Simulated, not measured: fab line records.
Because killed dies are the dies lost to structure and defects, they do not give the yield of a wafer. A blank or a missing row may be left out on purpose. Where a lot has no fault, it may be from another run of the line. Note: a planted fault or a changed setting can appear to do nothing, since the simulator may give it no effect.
fab line records | flow sky130
record: lots: 6 wafers: 18 last-day: 50
route steps=708 shown LDD_HVP@286 LDD_LDN@289 PAD_OPEN@708
lots that met no fault: from a run of the same line without faults
start-h: hours from the record's first day to the start of the lot's first wafer shown | wait-h: how many hours have passed since the lot's step before this one | " the same as in the row above | L1.1+2: a single row standing in for several wafers | - no value present, or no start provided | * or withheld: withheld | < > ~ a bound
route shown NAME@n: names a module that has steps shown in the file, with the first one's number in the route | usual: the fault-free wafers' mean and standard deviation | same: alike in all rows | chamber/n: place in a boat | sites: the reading at each site | _std_site: the standard deviation of these | _edge_site: mean of outer sites minus mean of inner sites | radius-mm: for every site, how far away it sits from the centre of the wafer | mask NAME#n: copy n | behind: the last tool/chamber to shape the wafer | hold: the reason the lot was held/the length of the hold in hours/how it ended | device: the n, p or np transistor that did not switch | end of line: at the end of the route, the tests of the same wafers | step lacking rows: just its recipe | killed: count of dies lost to structure and defects at first sort (not the wafer's yield) | map: shows each die of a wafer: x if killed, . if not, _ if none is there
set.NAME: the run value of the setting; set.NAME@STEP: its run value at that earlier step | model.NAME: the simulator's own value behind a step, which no gauge read
certain route steps with their lots: each step a table, each wafer a row
services: when a tool's chamber went out of use (start-h, in hours from the record's first day, below 0 if earlier), for how many hours, and the reason
== steps ==
step: SKY_LDD_HVP_IMPLANT_08
recipe: species: B energy-kev: 20 dose-cm2: 1.7e+13 tilt-deg: 17.9
step: SKY_LDD_HVP_STRIP_09
recipe: chemistry: O2/N2 power-w: 1400 pressure-mtorr: 1500 platen-temp-c: withheld o2-flow-sccm: 3000 n2-flow-sccm: 300 overash-fraction: 0.5
usual: drypump-motor-current-A: 5.5/0.32 oes-product-au: 0.408/0.0048 strip-time-to-endpoint-s: 4.133/0.014
columns lot.wafer tool chamber start-h wait-h drypump-motor-current-A oes-product-au rf-hours-counter-h strip-time-to-endpoint-s
L986.1 plasma-asher-04 0 529.77 0.1 5.4 0.408 74 4.140
L986.3 " 1 " " 4.9 0.412 - 4.098
L986.5 " 0 " " 5.4 0.405 - 4.138
L994.1 plasma-asher-02 0 597.53 0.1 5.6 0.408 48 4.136
L994.3 " 1 " " 5.6 0.410 - 4.107
L994.4 " 0 " " 5.7 0.407 - 4.115
L997.1 plasma-asher-04 0 615.96 0.1 5.4 0.402 82 4.107
L997.3 " 1 " " 4.9 0.391 - 4.121
L997.5 " 0 " " 5.4 0.399 - 4.116
L998.3 plasma-asher-04 1 636.51 0.1 4.9 0.410 - 4.138
L998.4 " 0 " " 5.4 0.402 - 4.130
L998.5 " 0 " " 5.4 0.408 - 4.162
L102.1 plasma-asher-04 1 659.56 0.1 4.9 0.407 86 4.145
L102.4 " 1 " " 4.9 0.412 - 4.145
L102.6 " 0 " " 5.5 0.400 - 4.144
L103.3 plasma-asher-04 0 676.00 0.1 5.4 0.397 - 4.151
L103.5 " 1 " " 4.9 0.404 - 4.134
L103.6 " 0 " " 5.4 0.403 - 4.123
step: SKY_LDD_HVP_TW_MEAS_10
usual: LDD_HVP_TW: 458/7.3
columns lot.wafer tool chamber start-h wait-h LDD_HVP_TW
L986.1 film-metro-04 - 529.87 0.1 468
L986.3 " - " " 469
L986.5 " - " " 467
L994.1 film-metro-01 - 597.63 0.1 448
L994.3 " - " " 448
L994.4 " - " " 449
L997.1 film-metro-03 - 616.06 0.1 461
L997.3 " - " " 461
L997.5 " - " " 456
L998.3 film-metro-04 - 636.60 0.1 463
L998.4 " - " " 466
L998.5 " - " " 464
L102.1 film-metro-04 - 659.66 0.1 464
L102.4 " - " " 464
L102.6 " - " " 463
L103.3 film-metro-03 - 676.08 0.1 461
L103.5 " - " " 458
L103.6 " - " " 457
step: SKY_LDD_LDN_DEHYDRATE_00
recipe: temp-c: 200 time-s: 60
step: SKY_LDD_LDN_HMDS_01
recipe: prime-time-s: 60 prime-temp-c: 120
step: SKY_LDD_LDN_COAT_02
recipe: resist: NOVOLAK spin-rpm: 3000 resist-thk-nm: 1140
step: SKY_LDD_LDN_SOFTBAKE_03
recipe: temp-c: 90 time-s: 60 resist: NOVOLAK
step: SKY_LDD_LDN_EXPOSE_04
recipe: mask-id: LDNTM na: 0.6 source-shape: conventional sigma-outer: 0.6 polarization: unpolarized target-cd-nm: 700 dose-mj: 140
step: SKY_LDD_LDN_PEB_05
recipe: temp-c: withheld time-s: * resist: NOVOLAK
step: SKY_LDD_LDN_DEVELOP_06
recipe: resist: NOVOLAK developer: TMAH develop-time-s: 60 dev-temp-c: 23
step: SKY_LDD_LDN_OVL_MEAS_07
usual: LDD_LDN_OVL: 0.5/1.7
columns lot.wafer tool chamber start-h wait-h LDD_LDN_OVL[nm]
L986.1 overlay-02 - 559.88 0.1 -0.4
L986.3 " - " " -1.1
L986.5 " - " " -1.3
L994.1 overlay-01 - 626.18 0.1 2.1
L994.3 " - " " 1.4
L994.4 " - " " 2.9
L997.1 overlay-01 - 644.82 0.1 1.8
L997.3 " - " " 0.7
L997.5 " - " " 0.8
L998.3 overlay-01 - 664.99 0.1 -0.5
L998.4 " - " " -0.3
L998.5 " - " " 0.2
L102.1 overlay-01 - 687.57 0.1 0.4
L102.4 " - " " 0.7
L102.6 " - " " 0.6
L103.3 overlay-02 - 703.89 0.1 -2.2
L103.5 " - " " -2.3
L103.6 " - " " -1.1
step: SKY_LDD_LDN_IMPLANT_08
recipe: species: As energy-kev: 15 dose-cm2: 1.25e+13 tilt-deg: withheld rotation-deg: 23
step: SKY_LDD_LDN_IMPLANT_09
recipe: species: As energy-kev: 15 dose-cm2: 1.25e+13 tilt-deg: withheld rotation-deg: 113
usual: dose-ions-cm2: 1.2501e+13/1.3e+10 faraday-current-uA: 70.6/1.4
columns lot.wafer tool chamber start-h wait-h dose-ions-cm2 faraday-current-uA
L986.1 implanter-02 0 560.06 0.1 1.2486e+13 70.5
L986.3 " 0 " " 1.2502e+13 68.9
L986.5 " 0 " " 1.2492e+13 71.7
L994.1 implanter-03 0 626.36 0.1 1.2507e+13 69.3
L994.3 " 0 " " 1.2499e+13 69.9
L994.4 " 0 " " 1.2508e+13 70.5
L997.1 implanter-02 0 645.00 0.1 1.18e+13 67.3
L997.3 " 0 " " 1.1815e+13 64.1
L997.5 " 0 " " 1.183e+13 70.0
L998.3 implanter-02 0 666.11 0.1 1.1806e+13 68.1
L998.4 " 0 " " 1.1837e+13 65.5
L998.5 " 0 " " 1.1813e+13 66.6
L102.1 implanter-03 0 687.75 0.1 1.2492e+13 71.9
L102.4 " 0 " " 1.2504e+13 68.2
L102.6 " 0 " " 1.251e+13 68.6
L103.3 implanter-03 0 704.11 0.1 1.2523e+13 71.6
L103.5 " 0 " " 1.2512e+13 70.2
L103.6 " 0 " " 1.2512e+13 70.9
step: SKY_LDD_LDN_IMPLANT_10
recipe: species: As energy-kev: 15 dose-cm2: 1.25e+13 tilt-deg: withheld rotation-deg: 203
step: SKY_PAD_OPEN_PROBE_99
usual: killed_at_M0_to_M3: 44/7.2 killed_at_M4_up: 3.0/1.9 killed-at-contacts: 25/4.8 killed-at-front-end: 16/4.2 killed-at-other: 0.2/0.44 killed-dies: 88/9.3 killed-on-rim: 17/3.6 killed-open: 48/7.1 killed-short: 40/6.5
same: gross-dies: 492 killed-at-back-side: 0
columns lot.wafer tool chamber start-h wait-h killed_at_M0_to_M3 killed_at_M4_up killed-at-contacts killed-at-front-end killed-at-other killed-dies killed-on-rim killed-open killed-short
L986.1 prober-01 - 1099.91 0.1 52 2 22 21 0 97 16 53 44
L986.3 prober-01 - 1100.01 0.2 52 2 23 14 0 91 21 47 44
L986.5 prober-01 - 1100.11 0.2 53 3 31 14 1 102 19 63 39
L994.1 prober-02 - 1143.40 0.1 41 3 31 17 0 92 17 44 48
L994.3 prober-02 - 1143.50 0.2 44 4 27 21 0 96 18 54 42
L994.4 prober-02 - 1143.55 0.2 43 0 27 16 1 87 15 58 29
L997.1 prober-01 - 1154.10 0.1 36 1 29 14 0 80 14 37 43
L997.3 prober-01 - 1154.20 0.2 44 5 26 21 0 96 18 40 56
L997.5 prober-01 - 1154.30 0.2 38 2 36 10 0 86 25 48 38
L998.3 prober-02 - 1166.25 0.2 50 4 21 15 0 90 22 49 41
L998.4 prober-02 - 1166.30 0.2 35 3 29 21 1 89 13 50 39
L998.5 prober-02 - 1166.35 0.2 40 1 27 12 0 80 11 42 38
L102.1 prober-02 - 1181.55 0.1 38 3 21 16 1 79 11 50 29
L102.4 prober-02 - 1181.70 0.2 50 2 25 17 0 94 20 54 40
L102.6 prober-02 - 1181.80 0.2 48 3 23 16 0 90 15 48 42
L103.3 prober-02 - 1191.85 0.2 43 4 27 14 0 88 16 43 45
L103.5 prober-02 - 1191.95 0.2 38 1 22 11 0 72 17 42 30
L103.6 prober-02 - 1192.00 0.2 35 3 30 20 1 89 16 53 36
killed by level:class
L986.1 VIA1:geometric-particle:open=14 VIA2:geometric-particle:short=7 LI_CONTACT:geometric-particle:open=7 CONTACT:geometric-particle:short=7 VIA2:geometric-particle:open=7 METAL2:geometric-particle:short=6 FIELD_ISO:geometric-particle:short=5 FIELD_ISO:geometric-particle:open=5
L986.3 VIA1:geometric-particle:open=11 METAL2:geometric-particle:short=11 CONTACT:geometric-particle:open=8 VIA3:geometric-particle:open=7 LI_CONTACT:geometric-particle:open=6 POLY_GATE:geometric-particle:short=5 VIA2:geometric-particle:open=5 POLY_GATE:geometric-particle:open=4
L986.5 CONTACT:geometric-particle:open=12 VIA1:geometric-particle:open=12 LI_CONTACT:geometric-particle:open=10 VIA2:geometric-particle:open=10 VIA3:geometric-particle:open=8 VIA1:geometric-particle:short=5 CONTACT:geometric-particle:short=5 METAL1:geometric-particle:short=5
L994.1 VIA1:geometric-particle:open=11 CONTACT:geometric-particle:open=11 CONTACT:geometric-particle:short=7 METAL1:geometric-particle:short=6 FIELD_ISO:geometric-particle:open=5 LOCAL_INTERCONNECT:geometric-particle:short=5 METAL2:geometric-particle:short=5 FIELD_ISO:geometric-particle:short=4
L994.3 CONTACT:geometric-particle:open=12 VIA3:geometric-particle:open=7 FIELD_ISO:geometric-particle:open=6 CONTACT:geometric-particle:short=6 METAL2:geometric-particle:short=6 VIA1:geometric-particle:open=6 POLY_GATE:geometric-particle:open=5 VIA1:geometric-particle:short=5
L994.4 CONTACT:geometric-particle:open=11 VIA3:geometric-particle:open=9 VIA1:geometric-particle:open=8 FIELD_ISO:geometric-particle:open=7 POLY_GATE:geometric-particle:open=5 LI_CONTACT:geometric-particle:open=5 CONTACT:geometric-particle:short=5 VIA2:geometric-particle:open=5
L997.1 LI_CONTACT:geometric-particle:short=7 LI_CONTACT:geometric-particle:open=7 CONTACT:geometric-particle:open=6 VIA1:geometric-particle:short=6 FIELD_ISO:geometric-particle:short=5 CONTACT:geometric-particle:short=5 VIA2:geometric-particle:open=5 VIA3:geometric-particle:open=5
L997.3 FIELD_ISO:geometric-particle:short=9 VIA1:geometric-particle:short=8 CONTACT:geometric-particle:open=7 METAL1:geometric-particle:short=7 VIA1:geometric-particle:open=7 LI_CONTACT:geometric-particle:open=6 LOCAL_INTERCONNECT:geometric-particle:short=6 VIA3:geometric-particle:open=6
L997.5 LOCAL_INTERCONNECT:geometric-particle:short=11 VIA1:geometric-particle:open=10 LI_CONTACT:geometric-particle:open=9 CONTACT:geometric-particle:open=8 METAL1:geometric-particle:short=7 POLY_GATE:geometric-particle:open=6 CONTACT:geometric-particle:short=6 VIA3:geometric-particle:open=6
L998.3 VIA1:geometric-particle:open=10 METAL1:geometric-particle:short=8 CONTACT:geometric-particle:open=8 FIELD_ISO:geometric-particle:open=6 VIA2:geometric-particle:open=6 LOCAL_INTERCONNECT:geometric-particle:short=6 VIA1:geometric-particle:short=5 VIA2:geometric-particle:short=5
L998.4 LI_CONTACT:geometric-particle:open=10 CONTACT:geometric-particle:open=8 FIELD_ISO:geometric-particle:open=7 VIA1:geometric-particle:open=7 FIELD_ISO:geometric-particle:short=6 VIA2:geometric-particle:open=6 CONTACT:geometric-particle:short=5 METAL1:geometric-particle:short=4
L998.5 VIA1:geometric-particle:open=12 CONTACT:geometric-particle:open=10 CONTACT:geometric-particle:short=7 METAL2:geometric-particle:short=5 METAL1:geometric-particle:short=5 VIA1:geometric-particle:short=5 VIA3:geometric-particle:open=5 FIELD_ISO:geometric-particle:short=4
L102.1 VIA1:geometric-particle:open=15 FIELD_ISO:geometric-particle:open=6 LI_CONTACT:geometric-particle:open=6 CONTACT:geometric-particle:open=6 VIA2:geometric-particle:open=4 FIELD_ISO:geometric-particle:short=4 LI_CONTACT:geometric-particle:short=4 VIA1:geometric-particle:short=4
L102.4 VIA1:geometric-particle:open=14 CONTACT:geometric-particle:open=10 FIELD_ISO:geometric-particle:short=7 LOCAL_INTERCONNECT:geometric-particle:short=7 VIA2:geometric-particle:open=7 VIA3:geometric-particle:open=7 VIA1:geometric-particle:short=5 LI_CONTACT:geometric-particle:open=5
L102.6 VIA2:geometric-particle:open=10 VIA1:geometric-particle:open=8 LI_CONTACT:geometric-particle:open=7 METAL2:geometric-particle:short=7 LOCAL_INTERCONNECT:geometric-particle:short=6 CONTACT:geometric-particle:open=6 VIA3:geometric-particle:open=5 VIA1:geometric-particle:short=5
L103.3 CONTACT:geometric-particle:open=9 METAL1:geometric-particle:short=9 CONTACT:geometric-particle:short=8 VIA1:geometric-particle:open=7 VIA2:geometric-particle:open=7 METAL2:geometric-particle:short=6 FIELD_ISO:geometric-particle:short=5 VIA1:geometric-particle:short=5
L103.5 VIA1:geometric-particle:open=9 CONTACT:geometric-particle:open=7 VIA2:geometric-particle:open=6 LI_CONTACT:geometric-particle:open=4 LI_CONTACT:geometric-particle:short=4 VIA3:geometric-particle:open=4 CONTACT:geometric-particle:short=4 METAL1:geometric-particle:short=4
L103.6 CONTACT:geometric-particle:open=11 VIA3:geometric-particle:open=9 FIELD_ISO:geometric-particle:open=6 VIA2:geometric-particle:open=6 LI_CONTACT:geometric-particle:open=6 CONTACT:geometric-particle:short=6 VIA1:geometric-particle:open=6 FIELD_ISO:geometric-particle:short=5
== services ==
columns tool chamber start-h hours kind
plasma-asher-04 - 534.79 4.5 repair
implanter-03 - 577.96 8.2 repair
implanter-03 - 609.32 1.6 repair
implanter-03 - 622.93 2.3 repair
plasma-asher-04 - 624.06 4.9 repair
implanter-03 - 649.07 1.8 repair
implanter-03 - 652.81 2.5 pm
plasma-asher-02 - 657.41 2.8 pm
implanter-03 - 664.56 3.3 repair
== key ==
first-sign: step: SKY_LDD_LDN_IMPLANT_09 reading: dose-ions-cm2 direction: down sigmas: 51 usual: * struck: *
effect: step: SKY_LDD_LDN_IMPLANT_09 reading: faraday-current-uA direction: down sigmas: 2.5 usual: 70.6 struck: 66.9
met-at SKY_LDD_LDN_IMPLANT_09
struck-wafers L997.1,L997.3,L997.5,L998.3,L998.4,L998.5
tester-left-out L997,L998
onset-between 560.06 645.00
fault: kind: process-parameter-drift tool: implanter-02 chamber: - onset-h: 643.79 steps: SKY_LDD_LDN_IMPLANT_09 channel: dose-cm2 offset: * shape: step end-h: 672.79 acts-in: * stated: *
tester-left-out: of these lots the tester's yield and bins aren't shown, on N5 and GAA mostly nor the transistor test; their killed dies are dies lost to structure and defects alone, not to doping, threshold or leakage, so they don't give the yield
